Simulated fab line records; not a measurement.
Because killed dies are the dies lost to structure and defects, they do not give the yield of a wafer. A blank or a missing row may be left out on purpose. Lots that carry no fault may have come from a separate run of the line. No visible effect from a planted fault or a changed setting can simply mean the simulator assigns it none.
fab line records    flow sky130
record lots=5  wafers=15  lastDay=49
route steps=708 shown LDD_N@243 LDD_P@255
lots with no fault: from the same line, run without faults
startH: the number of hours between the record's first day and the start of the first shown wafer of the lot    waitH: hours since the lot's step before    " as in the row above    L1.1+2: a row that stands for several wafers    - value missing, or start not given    * or withheld: withheld    < > ~ a bound
route shown NAME@n: NAME is a module with steps in the file, n the number in the route of the first one    usual: mean/standard deviation taken from wafers without a fault    same: alike in all rows    chamber/n: place in a boat    sites: readings site by site    _std_site: their standard deviation    _edge_site: inner sites' mean taken away from outer sites' mean    radiusMm: how far each site lies from the wafer's centre    mask NAME#n: copy n    behind: the tool/chamber that last shaped the wafer    hold: what put the lot on hold/how long, in hours/how the hold closed    device: names the non-switching transistor (n, p or np)    end of line: the route-end tests of the same wafers    a step with no rows: only its recipe    killed: dies lost to structure and defects at the first sort, not the wafer's yield    map: a wafer's dies, marking killed ones x, the rest . and places with no die _
set.NAME: the setting as run; set.NAME@STEP: as run at that earlier step    model.NAME: the simulator's own value behind a step, which no gauge read
certain route steps with their lots: each step a table, each wafer a row
services: a tool's chamber out of use, with start hour (startH, from the record's first day; less than 0 if before it), hours out, and reason
## steps
# step SKY_LDD_N_DEVELOP_06
# recipe developTimeS=60  devTempC=23
# usual resistLineTempC=23.00/0.1
lot.wafer  tool           chamber  startH  waitH  resistLineTempC
L074.2     lithoTrack-03  0        399.48  0.1    23.02
L074.3     "              0        "       "      22.93
L074.4     "              0        "       "      23.06
L075.1     lithoTrack-02  0        409.26  0.1    22.97
L075.2     "              0        "       "      22.87
L075.4     "              0        "       "      22.87
L077.2     lithoTrack-03  0        426.18  0.1    23.15
L077.3     "              0        "       "      22.95
L077.5     "              0        "       "      23.08
L084.1     lithoTrack-02  0        495.86  0.1    23.07
L084.3     "              0        "       "      23.07
L084.6     "              0        "       "      23.02
L091.1     lithoTrack-03  0        549.15  0.1    23.06
L091.3     "              0        "       "      23.06
L091.5     "              0        "       "      23.05
# step SKY_LDD_N_OVL_MEAS_07
# usual LDD_N_OVL=-0.9/1.4
lot.wafer  tool        chamber  startH  waitH  LDD_N_OVL[nm]
L074.2     overlay-02  -        399.61  0.1    -1.2
L074.3     "           -        "       "      -1.1
L074.4     "           -        "       "      1.0
L075.1     overlay-02  -        409.41  0.1    0.5
L075.2     "           -        "       "      0.5
L075.4     "           -        "       "      -0.1
L077.2     overlay-02  -        426.31  0.1    -3.2
L077.3     "           -        "       "      -2.2
L077.5     "           -        "       "      -0.6
L084.1     overlay-01  -        496.01  0.1    -1.7
L084.3     "           -        "       "      -3.5
L084.6     "           -        "       "      -1.9
L091.1     overlay-01  -        549.30  0.1    -0.5
L091.3     "           -        "       "      -0.3
L091.5     "           -        "       "      -0.9
# step SKY_LDD_N_IMPLANT_08
# recipe species=As  energyKev=20  doseCm2=7.5e+13  tiltDeg=withheld  rotationDeg=23
lot.wafer   tool          chamber  startH  waitH
L074.2+3+4  implanter-02  0        399.66  0.0
L075.1+2+4  implanter-03  0        409.45  0.0
L077.2+3+5  implanter-01  0        426.36  0.0
L084.1+3+6  implanter-03  0        496.05  0.0
L091.1+3+5  implanter-03  0        549.34  0.0
# step SKY_LDD_N_IMPLANT_09
# recipe species=As  energyKev=20  doseCm2=7.5e+13  tiltDeg=withheld  rotationDeg=113
lot.wafer   tool          chamber  startH  waitH
L074.2+3+4  implanter-02  0        399.81  0.1
L075.1+2+4  implanter-03  0        409.60  0.1
L077.2+3+5  implanter-01  0        426.51  0.1
L084.1+3+6  implanter-03  0        496.20  0.1
L091.1+3+5  implanter-03  0        549.49  0.1
# step SKY_LDD_N_IMPLANT_10
# recipe species=As  energyKev=20  doseCm2=7.5e+13  tiltDeg=withheld  rotationDeg=203
lot.wafer   tool          chamber  startH  waitH
L074.2+3+4  implanter-02  0        399.96  0.1
L075.1+2+4  implanter-03  0        409.75  0.1
L077.2+3+5  implanter-01  0        426.66  0.1
L084.1+3+6  implanter-03  0        496.35  0.1
L091.1+3+5  implanter-03  0        549.64  0.1
# step SKY_LDD_N_IMPLANT_11
# recipe species=As  energyKev=20  doseCm2=7.5e+13  tiltDeg=withheld  rotationDeg=293
lot.wafer   tool          chamber  startH  waitH
L074.2+3+4  implanter-02  0        400.11  0.1
L075.1+2+4  implanter-03  0        409.90  0.1
L077.2+3+5  implanter-01  0        426.81  0.1
L084.1+3+6  implanter-03  0        496.50  0.1
L091.1+3+5  implanter-03  0        549.79  0.1
# step SKY_LDD_N_IMPLANT_12
# recipe species=BF2  energyKev=50  doseCm2=5e+12  tiltDeg=30  rotationDeg=0
lot.wafer   tool          chamber  startH  waitH
L074.2+3+4  implanter-02  0        400.26  0.1
L075.1+2+4  implanter-03  0        410.05  0.1
L077.2+3+5  implanter-01  0        426.96  0.1
L084.1+3+6  implanter-03  0        496.65  0.1
L091.1+3+5  implanter-03  0        549.94  0.1
# step SKY_LDD_N_IMPLANT_13
# recipe species=BF2  energyKev=50  doseCm2=5e+12  tiltDeg=30  rotationDeg=90
lot.wafer   tool          chamber  startH  waitH
L074.2+3+4  implanter-02  0        400.41  0.1
L075.1+2+4  implanter-03  0        410.20  0.1
L077.2+3+5  implanter-01  0        427.11  0.1
L084.1+3+6  implanter-03  0        496.80  0.1
L091.1+3+5  implanter-03  0        550.09  0.1
# step SKY_LDD_N_IMPLANT_14
# recipe species=BF2  energyKev=50  doseCm2=5e+12  tiltDeg=30  rotationDeg=180
lot.wafer   tool          chamber  startH  waitH
L074.2+3+4  implanter-02  0        400.56  0.1
L075.1+2+4  implanter-03  0        410.35  0.1
L077.2+3+5  implanter-01  0        427.26  0.1
L084.1+3+6  implanter-03  0        496.95  0.1
L091.1+3+5  implanter-03  0        550.24  0.1
# step SKY_LDD_N_IMPLANT_15
# recipe species=BF2  energyKev=50  doseCm2=5e+12  tiltDeg=30  rotationDeg=270
lot.wafer   tool          chamber  startH  waitH
L074.2+3+4  implanter-02  0        400.71  0.1
L075.1+2+4  implanter-03  0        410.50  0.1
L077.2+3+5  implanter-01  0        427.41  0.1
L084.1+3+6  implanter-03  0        497.10  0.1
L091.1+3+5  implanter-03  0        550.39  0.1
# step SKY_LDD_N_STRIP_16
# recipe chemistry=O2/N2  powerW=1400  pressureMtorr=1500  platenTempC=withheld  o2FlowSccm=3000  n2FlowSccm=300  overashFraction=0.5
# usual drypumpMotorCurrentA=5.6/0.58  oesProductAu=0.406/0.0044  stripTimeToEndpointS=4.316/0.013
lot.wafer  tool            chamber  startH  waitH  drypumpMotorCurrentA  oesProductAu  rfHoursCounterH  stripTimeToEndpointS
L074.2     plasmaAsher-01  1        400.84  0.1    5.8                   0.405         56               4.319
L074.3     "               1        "       "      5.8                   0.404         -                4.334
L074.4     "               0        "       "      5.2                   0.406         -                4.357
L075.1     plasmaAsher-01  0        410.65  0.1    5.2                   0.406         57               4.335
L075.2     "               1        "       "      5.8                   0.404         57               4.314
L075.4     "               0        "       "      5.2                   0.406         -                4.285
L077.2     plasmaAsher-02  0        427.54  0.1    6.4                   0.404         73               4.317
L077.3     "               1        "       "      4.9                   0.403         -                4.318
L077.5     "               1        "       "      4.8                   0.405         -                4.307
L084.1     plasmaAsher-01  1        497.25  0.1    5.8                   0.411         66               4.294
L084.3     "               1        "       "      5.8                   0.404         -                4.307
L084.6     "               1        "       "      5.8                   0.409         -                4.313
L091.1     plasmaAsher-01  1        550.54  0.1    5.8                   0.402         72               4.317
L091.3     "               0        "       "      5.2                   0.402         -                4.325
L091.5     "               1        "       "      5.8                   0.404         -                4.342
# step SKY_LDD_N_TW_MEAS_17
# usual LDD_N_TW=2588/14
lot.wafer  tool          chamber  startH  waitH  LDD_N_TW
L074.2     filmMetro-04  -        400.95  0.1    2591
L074.3     "             -        "       "      2578
L074.4     "             -        "       "      2582
L075.1     filmMetro-02  -        410.75  0.1    2565
L075.2     "             -        "       "      2591
L075.4     "             -        "       "      2573
L077.2     filmMetro-03  -        427.65  0.1    2553
L077.3     "             -        "       "      2570
L077.5     "             -        "       "      2568
L084.1     filmMetro-02  -        497.35  0.1    2597
L084.3     "             -        "       "      2588
L084.6     "             -        "       "      2592
L091.1     filmMetro-02  -        550.64  0.1    2607
L091.3     "             -        "       "      2596
L091.5     "             -        "       "      2587
# step SKY_LDD_P_DEHYDRATE_00
# recipe tempC=200  timeS=60
# usual resistLineTempC=23.02/0.1
lot.wafer  tool           chamber  startH  waitH  resistLineTempC
L074.2     lithoTrack-01  0        415.00  14.0   22.84
L074.3     "              0        "       "      23.01
L074.4     "              0        "       "      22.88
L075.1     lithoTrack-04  0        424.89  14.1   22.83
L075.2     "              0        "       "      22.98
L075.4     "              0        "       "      22.96
L077.2     lithoTrack-01  0        443.00  15.3   23.07
L077.3     "              0        "       "      22.97
L077.5     "              0        "       "      22.99
L084.1     lithoTrack-03  0        512.10  14.7   23.11
L084.3     "              0        "       "      23.17
L084.6     "              0        "       "      23.12
L091.1     lithoTrack-04  0        565.09  14.4   23.04
L091.3     "              0        "       "      23.08
L091.5     "              0        "       "      22.94
# step SKY_LDD_P_HMDS_01
# recipe primeTimeS=60  primeTempC=120
# usual primeTempC=120.00/0.13  resistLineTempC=23.01/0.11
lot.wafer  tool           chamber  startH  waitH  primeTempC  resistLineTempC
L074.2     lithoTrack-01  0        415.15  0.1    120.01      23.14
L074.3     "              0        "       "      120.08      23.11
L074.4     "              0        "       "      119.87      22.98
L075.1     lithoTrack-04  0        425.04  0.1    119.98      23.05
L075.2     "              0        "       "      120.01      23.12
L075.4     "              0        "       "      120.03      22.87
L077.2     lithoTrack-01  0        443.15  0.1    119.99      23.03
L077.3     "              0        "       "      120.36      22.98
L077.5     "              0        "       "      120.14      23.05
L084.1     lithoTrack-03  0        512.25  0.1    120.02      23.19
L084.3     "              0        "       "      119.96      22.99
L084.6     "              0        "       "      119.91      22.97
L091.1     lithoTrack-04  0        565.24  0.1    120.10      23.07
L091.3     "              0        "       "      119.99      23.21
L091.5     "              0        "       "      119.82      23.12
# step SKY_LDD_P_COAT_02
# recipe resist=NOVOLAK  spinRpm=3000  resistThkNm=1140
# usual resistLineTempC=22.98/0.098
lot.wafer  tool           chamber  startH  waitH  resistLineTempC
L074.2     lithoTrack-01  0        415.30  0.1    22.86
L074.3     "              0        "       "      22.90
L074.4     "              0        "       "      22.97
L075.1     lithoTrack-04  0        425.19  0.1    23.06
L075.2     "              0        "       "      23.08
L075.4     "              0        "       "      22.99
L077.2     lithoTrack-01  0        443.30  0.1    22.84
L077.3     "              0        "       "      22.95
L077.5     "              0        "       "      22.99
L084.1     lithoTrack-03  0        512.40  0.1    22.85
L084.3     "              0        "       "      22.99
L084.6     "              0        "       "      22.98
L091.1     lithoTrack-04  0        565.39  0.1    22.96
L091.3     "              0        "       "      23.11
L091.5     "              0        "       "      22.94
## services
tool            chamber  startH  hours  kind
plasmaAsher-01  -        407.28  2.8    pm
implanter-02    -        409.17  4.1    repair
implanter-03    -        437.06  1.8    pm
implanter-03    -        449.85  2.4    repair
lithoTrack-02   -        470.28  -      consumableReplace:filter
implanter-02    -        503.53  3.3    repair
implanter-01    -        527.61  5.5    repair
## key
fault none
